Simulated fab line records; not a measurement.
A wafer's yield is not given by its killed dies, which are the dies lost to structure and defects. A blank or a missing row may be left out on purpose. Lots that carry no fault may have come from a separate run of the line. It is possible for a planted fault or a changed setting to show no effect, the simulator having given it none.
Comparing a struck lot with a sound one / flow sky130 / 21 steps out of a route of 708
Sound: wafers L506.1, L506.2, L506.4. Wafers L519.2, L519.3, L519.6 were the ones struck. The cause is given at the end.
For every step that has rows: the tool of each side, followed by ch and its chambers, followed by its first start. Under that, the readings that differ: sound wafers / struck wafers / difference of the means / sigmas: that difference in standard deviations of wafers without a fault.
alike: a reading whose means differ by less than 2 such deviations, as well as words and numbers matching on both sides. not compared: withheld readings; readings where some wafer has no value; bounds like >300 that might hide an equal value; numbers whose values overlap and for which the record gives no deviation.
A row with sigmas, a row that says differs or no value, or rows on one side alone: a step with any of these is where the two part. Non-overlapping numbers with no deviation appear without sigmas and do not part them. Lack of a reading on every wafer of one side parts them only where that side has two or more wafers.

first, 1 step without rows for these wafers: SKY_RES_XHIGH_IMPLANT_07.
SKY_RES_XHIGH_STRIP_08: strips in O2/N2.
  sound on plasmaAsher-02 ch 0,1, day 27 00:14; struck on plasmaAsher-01 ch 0,1, day 31 15:37
  alike: drypumpMotorCurrentA, oesProductAu, stripTimeToEndpointS
  not compared: rfHoursCounterH
SKY_RES_XHIGH_TW_MEAS_09:
  sound on filmMetro-01 at day 27 00:20; struck on filmMetro-02 at day 31 15:43
reading=RES_XHIGH_TW; sound=1633 1634 1631; struck=1669 1673 1663; difference=+36; sigmas=+2
then, 7 steps without rows for these wafers: SKY_SD_N_DEHYDRATE_00 (time 60 s); SKY_SD_N_HMDS_01 (prime time 60 s); SKY_SD_N_COAT_02 (resist thk 1140 nm); SKY_SD_N_SOFTBAKE_03 (time 60 s); SKY_SD_N_EXPOSE_04 (exposes mask NSDM, target cd 380 nm); SKY_SD_N_PEB_05; SKY_SD_N_DEVELOP_06 (develop time 60 s).
SKY_SD_N_CD_MEAS_07: target cd 380 nm.
  sound on cdSem-01 at day 28 05:03; struck on cdSem-02 at day 32 18:38
  alike: cdNm
SKY_SD_N_OVL_MEAS_08:
  sound on overlay-01 at day 28 05:10; struck on overlay-01 at day 32 18:44
  alike: SD_N_OVL
SKY_SD_N_IMPLANT_09:
  sound on implanter-02 ch 0, day 28 05:13; struck on implanter-02 ch 0, day 32 18:47
reading=beamOnS (s); sound=18.0 17.7 17.9; struck=9.8 9.9 9.9; difference=-8.0; sigmas=-5
reading=doseIonsCm2; sound=3.999e+15 3.998e+15 3.998e+15; struck=4e+14 3.95e+14 4.06e+14; difference=-4e+15; sigmas=-99 or more
reading=endStationPressureTorr (Torr); sound=1.36e-05 1.33e-05 1.33e-05; struck=6.4e-06 6.5e-06 6.3e-06; difference=-7.0e-06; sigmas=-5
reading=faradayCurrentUA; sound=12163 12415 12282; struck=2272 2243 2247; difference=-10033; sigmas=-8
after that, 1 step had no rows for these wafers: SKY_SD_N_IMPLANT_10.
SKY_SD_N_STRIP_11: strips in O2/N2.
  sound on plasmaAsher-01 ch 0,1, day 28 05:31; struck on plasmaAsher-01 ch 0,1, day 32 19:04
reading=oesProductAu (a.u.); sound=0.527 0.526 0.528; struck=0.668 0.661 0.660; difference=+0.136; sigmas=+31
reading=stripTimeToEndpointS (s); sound=22.55 22.51 22.54; struck=15.53 15.61 15.64; difference=-6.94; sigmas=-99 or more
  alike: drypumpMotorCurrentA
  not compared: rfHoursCounterH
SKY_SD_N_TW_MEAS_12:
  sound on filmMetro-02 at day 28 05:37; struck on filmMetro-02 at day 32 19:11
reading=SD_N_TW; sound=4028 4052 4015; struck=3296 3326 3307; difference=-722; sigmas=-16
then, 1 step without rows for these wafers: SKY_SD_N_CLEAN_13 (cleans in SC1/SC2, time 150 s).
SKY_SD_N_RTA_14: time 2 s.
  sound on rtpAnneal-02 ch 0, day 28 05:43; struck on rtpAnneal-01 ch 0, day 32 19:17
  alike: lampPowerPct, wafer_temp_C_max
SKY_SD_N_RS_MEAS_16: measures by four-point-probe.
  sound on filmMetro-03 at day 28 05:53; struck on filmMetro-01 at day 32 19:28
reading=SD_N_RS (ohm/sq); sound=68.59 68.61 68.62; struck=189.18 184.57 185.11; difference=+117.68; sigmas=+99 or more
SKY_SD_N_RS_MEAS_17: measures by four-point-probe.
  sound on filmMetro-03 at day 28 06:01; struck on filmMetro-01 at day 32 19:35
  alike: SD_P_RS
-- record jumps: 16 days separate the struck wafers' starts on either side; left off in module SD_N, taken up again in module PAD_OPEN, whose first shown step is the route's number 708 --
SKY_PAD_OPEN_PROBE_99:
  sound on prober-01 at day 46 00:58; struck on prober-02 at day 49 07:35
reading=model.etest.nfetG5v0d10v5.rOnOhmUm; sound=1878 1862 1889; struck=2728 2740 2683; difference=+841; sigmas=
reading=model.etest.nfet_16v.rOnOhmUm; sound=1.415e+04 1.402e+04 1.412e+04; struck=1.48e+04 1.476e+04 1.488e+04; difference=+7.17e+02; sigmas=
reading=model.etest.sonosUncharged.rOnOhmUm; sound=825.9 817.9 820; struck=1458 1438 1428; difference=+620; sigmas=
reading=model.etest.resNdiff.lineOhmUm; sound=796.8 789.5 786.5; struck=1387 1372 1406; difference=+597; sigmas=
reading=model.etest.liconNdiff.rcOhm; sound=187.6 194.8 186.3; struck=536.7 515.9 512; difference=+332.0; sigmas=
reading=model.etest.nfet_01v8.rOnOhmUm; sound=836.7 832.2 830.7; struck=1123 1140 1125; difference=+296; sigmas=
reading=model.etest.resNdiffHv.rsOhmSq; sound=115.7 115.8 116.3; struck=233.8 226.4 227.7; difference=+113.4; sigmas=
reading=model.etest.resNdiff.rsOhmSq; sound=121.2 121.1 121.4; struck=218.4 217.7 218.1; difference=+96.8; sigmas=
  alike: killed_at_M0_to_M3, killed_at_M4_up, killedAtContacts, killedAtFrontEnd, killedAtOther, killedDies, killedOpen, killedShort

## WHERE THEY PART
First at SKY_RES_XHIGH_TW_MEAS_09; last, within this record, at SKY_SD_N_RS_MEAS_16. Later steps at which nothing parts them and some readings are alike: SKY_SD_N_RS_MEAS_17, SKY_PAD_OPEN_PROBE_99.

WHY: whatever the simulator had introduced
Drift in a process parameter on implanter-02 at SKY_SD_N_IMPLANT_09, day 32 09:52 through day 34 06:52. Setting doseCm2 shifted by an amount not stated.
